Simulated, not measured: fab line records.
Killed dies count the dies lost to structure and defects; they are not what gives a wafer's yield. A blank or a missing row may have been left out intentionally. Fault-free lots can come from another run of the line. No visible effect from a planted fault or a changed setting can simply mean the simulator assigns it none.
fab line records	flow sky130
[record] lots = 11	wafers = 33	last-day = 49
route steps=708 shown CAPM@551 METAL3@566 METAL4@598 PASSIVATION@681 PAD_OPEN@708
lots with no fault: from the same line, run without faults
start-h: hours from the record's opening day to when the first of the lot's shown wafers began	wait-h: hours from the lot's prior step to this one	" repeats the value in the row above	L1.1+2: a single row standing in for several wafers	- no value, or no start was given	* or withheld: withheld	< > ~ a bound
route shown NAME@n: names a module that has steps shown in the file, with the first one's number in the route	usual: mean/standard deviation of fault-free wafers	same: alike in all rows	chamber/n: place in a boat	sites: each site's reading	_std_site: the standard deviation of these	_edge_site: the outer-site mean with the inner-site mean subtracted	radius-mm: how far each site lies from the wafer's centre	mask NAME#n: copy n	behind: the most recent tool/chamber to have shaped the wafer	hold: why the lot went on hold/how many hours it stayed there/how the hold came to an end	device: transistor that didn't switch, given as n, p or np	end of line: at the end of the route, the tests of the same wafers	a step given without rows: its recipe and nothing more	killed: at the first sort, the dies lost to defects and structure; wafer yield is something else	map: shows each die of a wafer: x if killed, . if not, _ if none is there
set.NAME: the setting as run; set.NAME@STEP: as run at that earlier step	model.NAME: the simulator's own value behind a step, which no gauge read
one table for each step of the route and one row for each wafer, over a sample of lots
services: a tool's chamber out of use, with start hour (start-h, from the record's first day; less than 0 if before it), hours out, and reason
[[steps]]
[step SKY_CAPM_STRIP_14]
[recipe] chemistry = O2/N2	power-w = 1400	pressure-mtorr = 1500	platen-temp-c = withheld	o2-flow-sccm = 3000	n2-flow-sccm = 300	overash-fraction = 0.5
[usual] chamber-pressure-mTorr = 1500.0/1.5	drypump-motor-current-A = 5.5/0.43	oes-product-au = 0.710/0.0044	strip-time-to-endpoint-s = 12.66/0.047
lot.wafer	tool	chamber	start-h	wait-h	chamber-pressure-mTorr	drypump-motor-current-A	oes-product-au	rf-hours-counter-h	strip-time-to-endpoint-s
L614.1	plasma-asher-02	0	862.85	0.1	1498.9	6.1	0.712	102	12.64
L614.2	"	1	"	"	1501.2	4.8	0.707	102	12.68
L614.4	"	0	"	"	1502.9	6.1	0.706	-	12.63
L615.2	plasma-asher-01	0	866.90	0.1	1501.4	5.3	0.703	13	12.67
L615.4	"	0	"	"	1499.1	5.3	0.700	-	12.66
L615.5	"	1	"	"	1499.5	5.5	0.708	-	12.68
L617.4	plasma-asher-01	0	904.45	0.1	1498.8	5.3	0.708	-	12.65
L617.5	"	1	"	"	1498.6	5.5	0.713	-	12.68
L617.6	"	0	"	"	1500.6	5.3	0.718	-	12.67
L618.1	plasma-asher-01	0	935.36	0.1	1500.9	5.3	0.710	20	12.70
L618.4	"	0	"	"	1500.1	5.3	0.710	-	12.70
L618.6	"	1	"	"	1498.6	5.5	0.707	-	12.62
L619.1	plasma-asher-02	1	937.40	0.1	1501.1	4.8	0.714	110	12.59
L619.3	"	0	"	"	1499.1	6.1	0.711	-	12.64
L619.6	"	0	"	"	1499.5	6.1	0.706	-	12.61
L620.1	plasma-asher-01	1	943.76	0.1	1501.6	5.4	0.708	21	12.64
L620.4	"	0	"	"	1499.5	5.3	0.711	-	12.62
L620.6	"	1	"	"	1497.3	5.5	0.717	-	12.64
L621.2	plasma-asher-02	1	953.56	0.1	1501.4	4.8	0.708	111	12.66
L621.3	"	1	"	"	1500.5	4.8	0.709	-	12.71
L621.5	"	1	"	"	1500.2	4.8	0.714	-	12.72
L628.2	plasma-asher-01	0	1000.26	0.1	1500.5	5.3	0.704	25	12.59
L628.3	"	1	"	"	1498.2	5.5	0.709	-	12.60
L628.6	"	0	"	"	1499.5	5.3	0.716	-	12.68
L629.1	plasma-asher-01	1	1000.91	0.1	1503.0	5.5	0.709	25	12.60
L629.5	"	1	"	"	1499.1	5.5	0.714	-	12.67
L629.6	"	0	"	"	1498.9	5.2	0.718	-	12.68
L632.2	plasma-asher-01	0	1013.31	0.1	1498.9	5.2	0.711	26	12.63
L632.3	"	0	"	"	1501.5	5.3	0.711	-	12.59
L632.4	"	1	"	"	1499.8	5.5	0.708	-	12.58
L631.1	plasma-asher-01	1	1013.90	0.1	1501.8	5.5	0.707	26	12.65
L631.3	"	0	"	"	1499.6	5.3	0.708	-	12.68
L631.6	"	1	"	"	1499.2	5.5	0.704	-	12.67
[step SKY_METAL3_ETCH_16]
[recipe] chemistry = N2/H2	target = BARC	ion-energy-ev = 200	bias-w = 101.9	pressure-mtorr = 30	n2-flow-sccm = 100	h2-flow-sccm = 200	icp-w = 500	stop-on = SiO2	time-s = 88.2	target-depth-a = 600
[usual] chamber-pressure-mTorr = 30.000/0.029	drypump-motor-current-A = 5.6/0.5	h2-flow-sccm = 200.0/0.61	oes-product-au = 0.626/0.0047	throttle-valve-pct = 13.206/0.0097
lot.wafer	tool	chamber	start-h	wait-h	chamber-pressure-mTorr	drypump-motor-current-A	h2-flow-sccm	oes-product-au	rf-hours-counter-h	throttle-valve-pct
L614.1	rie-metal-01	0	889.47	0.0	30.002	4.9	199.7	0.623	13	13.204
L614.2	"	1	"	"	30.039	5.8	200.3	0.621	1	13.195
L614.4	"	0	"	"	29.980	4.9	199.6	0.627	-	13.217
L615.2	rie-metal-02	0	893.12	0.0	30.061	5.5	200.4	0.630	9	13.205
L615.4	"	1	"	"	30.003	6.2	200.2	0.626	-	13.225
L615.5	"	1	"	"	29.981	6.2	200.7	0.624	-	13.198
L617.4	rie-metal-01	1	930.00	0.0	30.001	5.8	201.2	0.627	-	13.219
L617.5	"	1	"	"	30.050	5.8	199.9	0.632	-	13.205
L617.6	"	0	"	"	30.025	4.9	200.4	0.623	-	13.214
L618.1	rie-metal-02	0	960.73	0.0	29.996	5.6	199.2	0.623	12	13.204
L618.4	"	1	"	"	30.020	6.2	200.2	0.627	-	13.212
L618.6	"	1	"	"	29.994	6.2	199.0	0.625	-	13.207
L619.1	rie-metal-01	0	962.13	0.0	29.965	4.9	200.3	0.634	16	13.206
L619.3	"	1	"	"	30.004	5.8	200.0	0.630	-	13.198
L619.6	"	1	"	"	30.052	5.8	200.2	0.620	-	13.209
L620.1	rie-metal-02	1	968.36	0.1	29.999	6.2	200.2	0.620	3	13.200
L620.4	"	1	"	"	29.977	6.2	199.4	0.627	-	13.196
L620.6	"	1	"	"	29.985	6.2	199.3	0.622	-	13.203
L621.2	rie-metal-01	1	977.87	0.0	29.988	5.8	200.4	0.625	5	13.196
L621.3	"	0	"	"	30.038	4.9	199.9	0.619	-	13.193
L621.5	"	0	"	"	29.963	4.9	199.7	0.633	-	13.224
L628.2	rie-metal-02	1	1023.83	0.0	29.981	6.2	198.9	0.625	6	13.205
L628.3	"	0	"	"	30.052	5.5	200.2	0.626	-	13.222
L628.6	"	0	"	"	29.963	5.5	200.6	0.621	-	13.190
L629.1	rie-metal-04	0	1024.06	0.1	29.983	5.1	200.7	0.631	19	13.202
L629.5	"	0	"	"	30.003	5.0	199.8	0.620	-	13.207
L629.6	"	0	"	"	30.003	5.1	200.5	0.630	-	13.200
L632.2	rie-metal-02	1	1035.77	0.0	29.961	6.2	200.0	0.622	7	13.197
L632.3	"	0	"	"	30.017	5.5	200.1	0.626	-	13.191
L632.4	"	1	"	"	29.945	6.2	201.0	0.617	-	13.218
L631.1	rie-metal-04	0	1037.70	0.1	30.017	5.1	199.7	0.629	20	13.184
L631.3	"	0	"	"	29.994	5.1	199.3	0.635	-	13.217
L631.6	"	0	"	"	29.969	5.0	200.4	0.627	-	13.206
[step SKY_METAL4_SPUTTER_00]
[recipe] material = Ti	target-thk-nm = 15	power-w = 3000	time-s = 10	chamber-pressure-pa = 0.4
[usual] throttle-valve-pct = 30.1/0.82
lot.wafer	tool	chamber	start-h	wait-h	throttle-valve-pct
L614.1	pvd-sputter-04	-	917.75	0.1	31.5
L614.2	"	-	"	"	30.0
L614.4	"	-	"	"	29.9
L615.2	pvd-sputter-04	-	921.57	0.2	29.9
L615.4	"	-	"	"	31.9
L615.5	"	-	"	"	29.8
L617.4	pvd-sputter-04	-	957.07	0.2	30.3
L617.5	"	-	"	"	31.4
L617.6	"	-	"	"	30.2
L618.1	pvd-sputter-04	-	986.82	0.1	29.8
L618.4	"	-	"	"	30.1
L618.6	"	-	"	"	29.8
L619.1	pvd-sputter-03	-	990.70	0.2	29.5
L619.3	"	-	"	"	29.8
L619.6	"	-	"	"	30.4
L620.1	pvd-sputter-03	-	995.26	0.1	30.7
L620.4	"	-	"	"	29.5
L620.6	"	-	"	"	29.5
L621.2	pvd-sputter-04	-	1003.01	0.2	31.6
L621.3	"	-	"	"	30.3
L621.5	"	-	"	"	29.9
L628.2	pvd-sputter-03	-	1053.41	0.2	29.3
L628.3	"	-	"	"	30.2
L628.6	"	-	"	"	29.8
L629.1	pvd-sputter-03	-	1054.01	0.1	30.0
L629.5	"	-	"	"	29.2
L629.6	"	-	"	"	30.1
L632.2	pvd-sputter-01	-	1059.61	0.2	30.8
L632.3	"	-	"	"	28.3
L632.4	"	-	"	"	29.0
L631.1	pvd-sputter-04	-	1062.01	0.2	30.0
L631.3	"	-	"	"	29.8
L631.6	"	-	"	"	31.4
[step SKY_PASSIVATION_CVD_00]
[recipe] material = SiO2	target-thk-nm = 90	temp-c = 400	time-s = withheld	rf-w = 600
[usual] heater-power-w = 659/78
lot.wafer	tool	chamber	start-h	wait-h	heater-power-w
L614.1	pecvd-03	0	1015.19	0.0	619
L614.2	"	2	"	"	488
L614.4	"	2	"	"	498
L615.2	pecvd-03	2	1018.82	0.0	490
L615.4	"	2	"	"	495
L615.5	"	0	"	"	670
L617.4	pecvd-01	0	1052.18	0.0	671
L617.5	"	2	"	"	697
L617.6	"	1	"	"	753
L618.1	pecvd-01	2	1079.80	0.0	699
L618.4	"	1	"	"	714
L618.6	"	2	"	"	730
L619.1	pecvd-04	2	1080.81	0.0	626
L619.3	"	1	"	"	579
L619.6	"	2	"	"	607
L620.1	pecvd-01	0	1086.43	0.0	683
L620.4	"	1	"	"	734
L620.6	"	0	"	"	686
L621.2	pecvd-04	0	1096.85	0.0	767
L621.3	"	1	"	"	649
L621.5	"	2	"	"	573
L628.2	pecvd-03	2	1137.95	0.0	549
L628.3	"	1	"	"	735
L628.6	"	0	"	"	666
L629.1	pecvd-04	1	1138.90	0.0	661
L629.5	"	2	"	"	610
L629.6	"	0	"	"	691
L632.2	pecvd-01	0	1146.60	0.0	681
L632.3	"	1	"	"	756
L632.4	"	2	"	"	690
L631.1	pecvd-04	0	1147.63	0.0	682
L631.3	"	1	"	"	630
L631.6	"	0	"	"	672
[step SKY_PAD_OPEN_PROBE_99]
[usual] defect-limited-yield = 82.5/1.9	killed_at_M0_to_M3 = 42/6.4	killed_at_M4_up = 2.9/1.7	killed-at-contacts = 25/5.2	killed-at-front-end = 16/4.4	killed-at-other = 0.4/0.65	killed-dies = 86/9.2	killed-open = 47/6.6	killed-short = 39/5.8	sort_bin_3_pad_short = 0.9/0.42	sort_bin_5_function = 10.4/1.5	sort_bin_6_memory = 6.3/1	sort-n-pass = 406/9.2	sort-yield-pct = 82.5/1.9
[same] gross-dies = 492	killed-at-back-side = 0	sort_bin_4_leakage[%] = 0	sort_bin_8_speed[%] = 0
lot.wafer	tool	chamber	start-h	wait-h	defect-limited-yield[%]	killed_at_M0_to_M3	killed_at_M4_up	killed-at-contacts	killed-at-front-end	killed-at-other	killed-dies	killed-open	killed-short	sort_bin_3_pad_short[%]	sort_bin_5_function[%]	sort_bin_6_memory[%]	sort-n-pass	sort-yield-pct[%]
L629.1	prober-02	-	1177.28	0.1	76.6	31	2	21	13	48	115	42	25	3.3	14.0	6.1	377	76.6
L629.5	prober-02	-	1177.48	0.2	73.0	39	2	28	23	41	133	57	36	5.1	14.4	7.5	359	73.0
L629.6	prober-02	-	1177.53	0.2	68.5	36	3	29	19	68	155	50	37	4.9	18.3	8.3	337	68.5
L632.2	prober-01	-	1183.21	0.1	69.1	41	2	21	21	67	152	48	37	4.1	18.5	8.3	340	69.1
L632.3	prober-01	-	1183.26	0.2	69.3	47	3	13	13	75	151	40	36	4.1	19.1	7.5	341	69.3
L632.4	prober-01	-	1183.31	0.2	70.9	48	4	14	25	52	143	48	43	4.3	16.9	7.9	349	70.9
L631.1	prober-02	-	1185.47	0.1	74.2	42	1	27	13	44	127	49	35	3.3	15.2	7.3	365	74.2
L631.3	prober-02	-	1185.57	0.2	72.6	31	3	19	13	69	135	34	32	4.3	16.7	6.5	357	72.6
L631.6	prober-02	-	1185.72	0.2	76.0	46	2	14	14	42	118	43	32	4.1	14.6	5.3	374	76.0
// killed by level:class
L629.1 CAPM:unspecified=47 VIA1:geometric-particle:open=8 METAL2:geometric-particle:short=7 FIELD_ISO:geometric-particle:open=6 LOCAL_INTERCONNECT:geometric-particle:short=6 VIA2:geometric-particle:open=6 LI_CONTACT:geometric-particle:open=5 CONTACT:geometric-particle:open=5
L629.5 CAPM:unspecified=40 CONTACT:geometric-particle:open=13 VIA1:geometric-particle:open=13 LI_CONTACT:geometric-particle:open=7 FIELD_ISO:geometric-particle:short=7 VIA2:geometric-particle:open=7 SPACER:geometric-particle:short=5 LOCAL_INTERCONNECT:geometric-particle:short=4
L629.6 CAPM:unspecified=67 CONTACT:geometric-particle:open=12 LI_CONTACT:geometric-particle:open=8 POLY_GATE:geometric-particle:open=7 VIA3:geometric-particle:open=5 FIELD_ISO:geometric-particle:short=4 FIELD_ISO:geometric-particle:open=4 METAL1:geometric-particle:short=4
L632.2 CAPM:unspecified=67 VIA1:geometric-particle:open=10 LI_CONTACT:geometric-particle:open=7 CONTACT:geometric-particle:open=7 VIA1:geometric-particle:short=7 FIELD_ISO:geometric-particle:open=6 FIELD_ISO:geometric-particle:short=6 VIA3:geometric-particle:open=6
L632.3 CAPM:unspecified=73 VIA1:geometric-particle:open=9 VIA2:geometric-particle:open=6 VIA3:geometric-particle:short=6 CONTACT:geometric-particle:open=5 METAL1:geometric-particle:short=5 VIA2:geometric-particle:short=5 VIA3:geometric-particle:open=5
L632.4 CAPM:unspecified=50 METAL2:geometric-particle:short=9 FIELD_ISO:geometric-particle:open=8 VIA1:geometric-particle:open=8 VIA2:geometric-particle:open=8 VIA1:geometric-particle:short=7 POLY_GATE:geometric-particle:open=6 CONTACT:geometric-particle:open=6
L631.1 CAPM:unspecified=43 CONTACT:geometric-particle:open=11 VIA1:geometric-particle:open=10 LI_CONTACT:geometric-particle:open=7 VIA2:geometric-particle:open=6 CONTACT:geometric-particle:short=5 METAL1:geometric-particle:short=5 VIA3:geometric-particle:open=4
L631.3 CAPM:unspecified=69 LI_CONTACT:geometric-particle:open=5 CONTACT:geometric-particle:open=5 VIA1:geometric-particle:open=5 METAL2:geometric-particle:short=5 VIA3:geometric-particle:open=5 FIELD_ISO:geometric-particle:open=4 METAL3:geometric-particle:short=4
L631.6 CAPM:unspecified=42 VIA1:geometric-particle:open=12 VIA3:geometric-particle:open=6 VIA2:geometric-particle:short=5 VIA1:geometric-particle:short=5 METAL2:geometric-particle:short=5 FIELD_ISO:geometric-particle:open=4 LI_CONTACT:geometric-particle:open=4
[[services]]
tool	chamber	start-h	hours	kind
pecvd-04	1	871.36	12.0	repair
pvd-sputter-04	-	888.54	1.1	repair
pecvd-03	2	915.67	6.9	repair
pecvd-01	2	920.40	3.9	repair
pecvd-01	-	926.46	14.6	pm
pvd-sputter-03	-	943.85	3.7	repair
rie-metal-02	0	964.38	4.0	repair
pecvd-04	-	965.90	11.4	repair
plasma-asher-01	-	966.93	14.9	repair
pvd-sputter-01	-	978.72	24.4	repair
pvd-sputter-04	-	990.78	3.9	repair
pvd-sputter-04	1	997.24	-	consumable-replace:kit
pvd-sputter-04	1	997.24	18.0	scheduled-down
rie-metal-01	-	1003.60	1.4	pm
pecvd-01	0	1011.18	9.5	repair
rie-metal-04	1	1017.03	24.3	repair
pecvd-01	-	1045.65	6.0	pm
rie-metal-02	0	1046.01	8.6	repair
plasma-asher-02	-	1055.25	9.0	pm
pecvd-01	-	1073.85	0.5	repair
pecvd-01	-	1078.13	0.8	pm
pecvd-01	-	1083.54	2.8	pm
pvd-sputter-04	-	1090.54	0.6	repair
rie-metal-02	0	1108.31	2.3	repair
[[key]]
[first-sign] step = SKY_PAD_OPEN_PROBE_99	reading = killed-at-other	direction = up	sigmas = 56	usual = 0.4	struck = 56.2
[effect] step = SKY_PAD_OPEN_PROBE_99	reading = sort_bin_3_pad_short	direction = up	sigmas = 7.8	usual = 0.9	struck = 4.1
met-at SKY_CAPM_STRIP_14
struck-lots L629,L631,L632
not-acting-at SKY_METAL3_ETCH_16,SKY_METAL4_SPUTTER_00,SKY_PASSIVATION_CVD_00
onset-between 1000.26 1000.91
also-fits time
[fault] kind = chamber-particle-source	tool = plasma-asher-01	chamber = -	onset-h = 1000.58	steps = SKY_CAPM_STRIP_14	rate-per-visit-cm2 = 1.8475	end-h = 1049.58
